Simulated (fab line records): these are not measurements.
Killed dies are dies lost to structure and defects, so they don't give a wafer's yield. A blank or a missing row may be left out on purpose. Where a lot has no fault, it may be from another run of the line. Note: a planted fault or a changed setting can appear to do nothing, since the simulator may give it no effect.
Chamber matching | flow gf180mcu | 4 sister chambers for GF_PASSIVATION_ETCH_11 on rieDiel-02
The step etches the open film in CF4/O2, stops on TiN, target depth 2040 nm, time 453.3 s. 8 wafers are shown with their chamber, then 7 later ones without.

EACH WAFER AND ITS CHAMBER
wafer  | chamber | drypumpMotorCurrentA (A) | oesProductAu (a.u.)
L917.5 | 1       | 5.3                      | 0.989
L918.2 | 0       | 5.6                      | 0.988
L918.5 | 3       | 5.8                      | 0.992
L921.1 | 0       | 5.6                      | 0.989
L921.2 | 2       | 5.0                      | 0.992
L921.3 | 3       | 5.8                      | 0.998
L922.2 | 2       | 4.9                      | 0.984
L922.3 | 1       | 5.3                      | 0.995

WAFERS WITH NO CHAMBER GIVEN
wafer  | drypumpMotorCurrentA (A) | oesProductAu (a.u.)
L922.4 | 5.8                      | 0.993
L924.2 | 5.3                      | 0.989
L924.3 | 5.6                      | 0.998
L924.6 | 5.3                      | 1.000
L925.1 | 4.9                      | 1.000
L925.3 | 5.8                      | 0.995
L925.5 | 4.9                      | 0.999

EACH ONE'S CHAMBER
wafer  | from the rows above | in truth
L922.4 | 3                   | 3
L924.2 | 1                   | 1
L924.3 | 0                   | 0
L924.6 | 1                   | 1
L925.1 | 2                   | 2
L925.3 | 3                   | 3
L925.5 | 2                   | 2
7 of 7 placed correctly. Number that these rows cannot place: 0. 0 placed wrongly.
How it was worked out, from the rows above alone: a wafer's distance from a chamber is the root of the sum, over the readings, of the square of ((its reading less the chamber's mean) divided by the reading's scatter). The wafer belongs to the nearest chamber; if the next one is less than 2 further off, it can't be placed. The mean given for a chamber averages the wafers shown for that chamber. The scatter: take each reading less its chamber's mean, square it, sum over the shown wafers, divide by the number of wafers less the number of chambers, and take the root.
